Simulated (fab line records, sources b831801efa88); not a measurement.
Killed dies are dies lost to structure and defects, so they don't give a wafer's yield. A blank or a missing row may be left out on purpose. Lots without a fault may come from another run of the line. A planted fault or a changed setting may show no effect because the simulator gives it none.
Which tool did it? | flow sky130 | 7 lots, 21 wafers sampled, at 1 step of a route of 708

WHAT THE GAUGES READ, wafer by wafer
SKY_FIELD_ISO_THK_MEAS_25.
lot  | measured    | on            | FIELD_ISO_CVD_24_THK (nm)
L379 | day 2 15:26 | film_metro-03 | 592 594 587
L381 | day 3 02:32 | film_metro-03 | 593 585 592
L383 | day 3 09:02 | film_metro-03 | 594 597 595
L389 | day 4 17:41 | film_metro-02 | 587 595 590
L391 | day 5 03:23 | film_metro-03 | 608 602 596
L397 | day 6 10:52 | film_metro-03 | 591 595 599
L401 | day 7 07:35 | film_metro-02 | 594 585 579

WHICH TOOL RAN EACH LOT (tool, then ch and the chambers of the sampled wafers, then the start)
The record holds no process step before these readings.

THE ANSWER, worked out from the rows above alone
Rule: what is usual is taken from the lots themselves. Put in order of their means at a reading, lots are off if they are a third of the lots or fewer, leave a main group of 4 or more, and stand apart from it by a gap of 3 or more times the standard deviation of the main group's means; of several such gaps the widest counts. A main group whose means are all the same, to the digits that the tables above print for the reading, isn't used. A lot without any number at a reading at which 4 lots or more have one is off too. The other lots that the step has rows for count as sound.
No lot is off at any reading shown: from this, nothing can be told.

WHAT THE SIMULATOR HAD PUT IN
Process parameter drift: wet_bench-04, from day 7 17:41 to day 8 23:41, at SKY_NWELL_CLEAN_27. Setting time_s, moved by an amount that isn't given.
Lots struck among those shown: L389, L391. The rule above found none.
